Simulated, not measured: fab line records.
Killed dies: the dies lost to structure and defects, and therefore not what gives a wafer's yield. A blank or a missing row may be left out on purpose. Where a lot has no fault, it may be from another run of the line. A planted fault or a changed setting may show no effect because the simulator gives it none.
The tool behind it: which one? -- flow gf180mcu -- 42 wafers from 14 lots sampled at 5 of the route's 602 steps

## WHAT EACH GAUGE READ, for each wafer
GF_NSD_OVL_MEAS_08.
lot,measured,on,NSD_OVL (nm)
L267,day 13 08:29,overlay-02,-0.3 -1.0 -2.0
L268,day 13 17:00,overlay-01,0.9 1.4 -0.1
L269,day 14 02:56,overlay-01,2.6 1.6 3.3
L270,day 14 13:39,overlay-01,3.4 0.7 1.8
L271,day 14 16:19,overlay-02,-0.8 -2.0 1.0
L272,day 15 05:39,overlay-02,0.5 -0.2 -0.5
L274,day 15 19:59,overlay-02,1.3 3.0 2.2
L273,day 15 23:35,overlay-02,1.2 1.2 0.7
L276,day 17 11:24,overlay-02,0.5 -0.1 0.6
L280,day 19 03:16,overlay-02,0.0 1.3 2.1
L282,day 19 11:47,overlay-01,1.1 3.0 2.7
L284,day 19 17:20,overlay-01,2.3 1.6 2.4
L285,day 20 07:17,overlay-01,-1.1 -0.9 -1.9
L289,day 21 04:40,overlay-01,3.3 2.2 2.1

GF_PSD_OVL_MEAS_08.
lot,measured,on,PSD_OVL (nm)
L267,day 14 04:42,overlay-01,1.8 1.3 1.2
L268,day 14 13:52,overlay-02,1.1 0.9 0.3
L269,day 15 00:12,overlay-01,-0.6 -1.5 -0.4
L270,day 15 11:00,overlay-02,-0.1 -1.8 -0.3
L271,day 15 13:08,overlay-01,-0.8 -0.1 0.2
L272,day 16 03:35,overlay-01,1.7 0.5 -0.3
L274,day 16 18:07,overlay-02,-1.7 -2.4 -0.9
L273,day 16 21:59,overlay-02,0.1 0.3 1.0
L276,day 18 11:17,overlay-02,-0.4 -0.1 -1.1
L280,day 20 04:43,overlay-02,-1.9 -0.9 -1.6
L282,day 20 12:35,overlay-01,2.4 1.6 0.8
L284,day 20 17:48,overlay-01,3.4 1.1 2.0
L285,day 21 07:47,overlay-01,-2.0 -0.7 -1.6
L289,day 22 03:55,overlay-02,2.1 2.0 2.3

GF_SAB_THK_MEAS_01.
lot,measured,on,SAB_CVD_00_THK (nm)
L267,day 14 05:36,film metro-03,49.9 50.5 51.0
L268,day 14 14:36,film metro-03,49.6 49.2 50.3
L269,day 15 00:56,film metro-02,49.6 49.2 50.0
L270,day 15 11:44,film metro-02,49.4 49.8 50.0
L271,day 15 13:53,film metro-02,50.6 50.9 51.3
L272,day 16 04:25,film metro-02,49.1 49.8 50.2
L274,day 16 18:51,film metro-02,50.2 49.6 50.6
L273,day 16 22:52,film metro-01,49.5 50.3 49.5
L276,day 18 12:02,film metro-01,50.5 50.0 50.9
L280,day 20 05:28,film metro-03,49.5 50.5 49.8
L282,day 20 13:19,film metro-02,42.3 42.6 43.5
L284,day 20 18:32,film metro-02,42.9 43.2 43.4
L285,day 21 08:32,film metro-02,49.9 49.2 50.3
L289,day 22 04:40,film metro-02,48.8 50.0 49.7

GF_SAB_OVL_MEAS_10.
lot,measured,on,SAB_OVL (nm)
L267,day 15 02:30,overlay-02,-1.8 -2.2 -2.0
L268,day 15 11:45,overlay-02,0.2 0.1 -0.3
L269,day 15 22:09,overlay-01,-1.0 -2.4 -1.2
L270,day 16 09:51,overlay-01,0.3 -0.9 0.3
L271,day 16 12:03,overlay-01,1.1 -0.8 0.6
L272,day 17 03:09,overlay-01,-0.4 0.3 -0.2
L274,day 17 18:32,overlay-01,-1.0 -2.2 -3.1
L273,day 17 21:46,overlay-01,-1.7 -0.4 -0.4
L276,day 19 12:05,overlay-01,0.6 1.0 -1.3
L280,day 21 05:21,overlay-02,0.4 -0.9 -0.6
L282,day 21 13:05,overlay-02,-2.7 -2.9 -1.9
L284,day 21 17:24,overlay-01,0.6 0.6 0.3
L285,day 22 07:47,overlay-01,-2.7 -1.3 -3.5
L289,day 23 04:09,overlay-02,-2.4 -3.8 -1.9

## EACH LOT AND THE TOOL THAT RAN IT (in order: tool; ch and the chambers of the sampled wafers; start)
lot,GF_SAB_CVD_00
L267,"pecvd-02 ch 1,2, day 14 05:35"
L268,"pecvd-03 ch 0,2, day 14 14:34"
L269,"pecvd-02 ch 0,2, day 15 00:55"
L270,"pecvd-03 ch 0,1,2, day 15 11:43"
L271,"pecvd-02 ch 0,2, day 15 13:51"
L272,"pecvd-03 ch 0,1,2, day 16 04:23"
L274,"pecvd-03 ch 1,2, day 16 18:49"
L273,"pecvd-03 ch 0,2, day 16 22:50"
L276,"pecvd-02 ch 0,1,2, day 18 12:01"
L280,"pecvd-01 ch 0,1,2, day 20 05:25"
L282,"pecvd-02 ch 0,1, day 20 13:18"
L284,"pecvd-02 ch 1,2, day 20 18:31"
L285,"pecvd-01 ch 0,1, day 21 08:31"
L289,"pecvd-03 ch 1,2, day 22 04:37"
- GF_SAB_CVD_00: deposits SiO2 from TEOS, target thk 50 nm, time 4.9302 s.

## WHAT THE TOOLS THEMSELVES READ (means of the sampled wafers that have a number; where no wafer has one, the mark that the record gives instead)
GF_SAB_CVD_00.
lot,tool,heater power w (W),susceptor temp C (C)
L267,pecvd-02,663,399.89
L268,pecvd-03,537,399.94
L269,pecvd-02,745,400.00
L270,pecvd-03,601,399.89
L271,pecvd-02,699,399.82
L272,pecvd-03,541,399.79
L274,pecvd-03,672,399.90
L273,pecvd-03,528,399.91
L276,pecvd-02,742,399.99
L280,pecvd-01,716,399.79
L282,pecvd-02,775,399.91
L284,pecvd-02,689,399.91
L285,pecvd-01,789,399.93
L289,pecvd-03,622,400.09

## THE ANSWER, worked out from the rows above alone
Rule: the lots themselves supply what counts as usual. The widest of any qualifying gaps counts: lots, ordered by their means at a reading, are off when they make up no more than a third of the lots, leave a main group of 4 or more, and stand apart from it by 3 or more times the standard deviation of that group's means. The tables above print the reading to a certain number of digits; a main group whose means all agree to those digits is not used. Also off: a lot with no number at a reading for which 4 or more lots have one. Any other lot the step has rows for is counted as sound. Order of review: gauges by route order, followed by the tools' own readings, for which a lot's mean as printed above is used. The first step at which some lot is off is used, and at that step the reading that is off furthest; a lot without a number counts as furthest.
Off: at GF_SAB_THK_MEAS_01 (SAB_CVD_00_THK), L282, L284. The main group has a mean of 50.0 nm with a standard deviation of 0.42.
If a tool, at a process step before that reading, ran all the lots that are off and no sound lot after the first of them, it fits. Gauges at GF_SAB_THK_MEAS_01: tried the same way as those tools. One fits: GF_SAB_CVD_00 on pecvd-02. A fault onset in the window from L276 (day 18 12:01, its last sound lot) to L282 (day 20 13:18, its first lot off) fits.

## WHAT THE SIMULATOR HAD PUT IN
Site profile drift: pecvd-02, from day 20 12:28 on, at GF_SAB_CVD_00. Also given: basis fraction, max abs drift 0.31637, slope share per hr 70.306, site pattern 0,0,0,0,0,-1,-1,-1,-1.
Lots struck among those shown: L282, L284. This agrees with what the rule above found.
